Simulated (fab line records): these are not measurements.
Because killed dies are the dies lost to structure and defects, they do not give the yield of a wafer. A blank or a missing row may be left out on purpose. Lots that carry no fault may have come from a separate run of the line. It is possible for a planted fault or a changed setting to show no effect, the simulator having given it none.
Matching of chambers	flow sky130	rie-si-01 running SKY_FIELD_ISO_ETCH_17: 3 sister chambers
The step etches Si in HBr/Cl2/O2, target depth 342 nm, time 97.7 s. 6 wafers are shown with their chamber, then 7 later ones without.

WAFERS PAIRED WITH THEIR CHAMBERS
wafer	chamber	drypump-motor-current-A (A)	he-backside-leak-sccm (sccm)
L572.4	1	6.7	2.81
L574.6	1	6.8	2.82
L588.3	0	5.4	2.39
L588.4	2	5.0	2.73
L588.6	0	5.4	2.43
L590.2	2	4.9	2.55

WAFERS WITH NO CHAMBER GIVEN
wafer	drypump-motor-current-A (A)	he-backside-leak-sccm (sccm)
L590.4	6.8	2.96
L590.6	4.9	2.70
L591.3	5.0	2.73
L591.6	5.4	2.51
L592.2	5.0	2.65
L592.4	6.7	2.72
L592.6	5.4	2.33

CHAMBER TAKEN BY EACH
wafer	from the rows above	in truth
L590.4	1	1
L590.6	2	2
L591.3	2	2
L591.6	0	0
L592.2	2	2
L592.4	1	1
L592.6	0	0
Placed correctly: 7 of 7. Not placeable from these rows: 0. Placed wrongly: 0.
How it was worked out, from the rows above alone: a wafer's distance from a chamber is the root of the sum, over the readings, of the square of ((its reading less the chamber's mean) divided by the reading's scatter). The wafer belongs to the nearest chamber; if the next one is less than 2 further off, it can't be placed. For every chamber, the mean is computed from those of its wafers that are shown. The scatter: take each reading less its chamber's mean, square it, sum over the shown wafers, divide by the number of wafers less the number of chambers, and take the root.
